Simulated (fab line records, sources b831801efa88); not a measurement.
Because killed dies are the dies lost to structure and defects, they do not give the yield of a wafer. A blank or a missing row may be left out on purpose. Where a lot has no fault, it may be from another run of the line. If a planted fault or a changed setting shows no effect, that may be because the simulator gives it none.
Which of the tools did it?    flow sky130    6 lots with 17 wafers sampled at 3 steps, on a route of 708 steps

## WHAT EACH GAUGE READ, for each wafer
SKY_VIA1_THK_MEAS_01.
lot   measured      on            VIA1_HDPCVD_THK (nm)
L605  day 33 21:04  filmMetro-04  1031 1037 1038
L609  day 35 05:12  filmMetro-03  1028 1018 1028
L611  day 35 22:29  filmMetro-04  1031 1023 1036
L616  day 37 08:54  filmMetro-04  1224 1018
L619  day 38 07:58  filmMetro-01  1038 1028 1022
L625  day 39 22:34  filmMetro-04  1025 1015 1010

## WHAT TOOL EACH LOT RAN ON (gives the tool, then ch and the chambers of the sampled wafers, and finally the start)
lot   SKY_VT_ADJUST_PCH_STRIP_09           SKY_VIA1_HDPCVD_00
L605  plasmaAsher-01 ch 0,1, day 11 10:01  hdpcvd-01 ch 0,1, day 33 20:57
L609  plasmaAsher-03 ch 0,1, day 12 11:43  hdpcvd-02 ch 1,2, day 35 05:05
L611  plasmaAsher-01 ch 0,1, day 13 07:10  hdpcvd-02 ch 0,1,2, day 35 22:22
L616  plasmaAsher-01 ch 0,1, day 14 20:16  hdpcvd-02 ch 0,2, day 37 08:47
L619  plasmaAsher-03 ch 1, day 15 22:07    hdpcvd-01 ch 0,2, day 38 07:51
L625  plasmaAsher-02 ch 0,1, day 17 21:46  hdpcvd-01 ch 0,1, day 39 22:26
- SKY_VT_ADJUST_PCH_STRIP_09: strips in O2/N2.
- SKY_VIA1_HDPCVD_00: deposits SiO2, target thk 1030 nm, time 171.7 s.

## THE ANSWER, worked out from the rows above alone
Rule: the lots themselves supply what counts as usual. Put in order of their means at a reading, lots are off if they are a third of the lots or fewer, leave a main group of 4 or more, and stand apart from it by a gap of 3 or more times the standard deviation of the main group's means; of several such gaps the widest counts. A main group whose means are all the same, to the digits that the tables above print for the reading, isn't used. Also off: a lot with no number at a reading for which 4 or more lots have one. The other lots that the step has rows for count as sound.
Off: L616, seen at SKY_VIA1_THK_MEAS_01 (VIA1_HDPCVD_THK). The main group has a mean of 1027 nm with a standard deviation of 6.3.
A tool fits if, at a process step before that reading, it ran every lot that is off, and no sound lot after the first of them. Those tools and the gauges at SKY_VIA1_THK_MEAS_01 are tried in the same way. This does not decide it: 2 tools fit, namely plasmaAsher-01 at SKY_VT_ADJUST_PCH_STRIP_09 and hdpcvd-02 at SKY_VIA1_HDPCVD_00.

## WHAT THE SIMULATOR HAD INSERTED
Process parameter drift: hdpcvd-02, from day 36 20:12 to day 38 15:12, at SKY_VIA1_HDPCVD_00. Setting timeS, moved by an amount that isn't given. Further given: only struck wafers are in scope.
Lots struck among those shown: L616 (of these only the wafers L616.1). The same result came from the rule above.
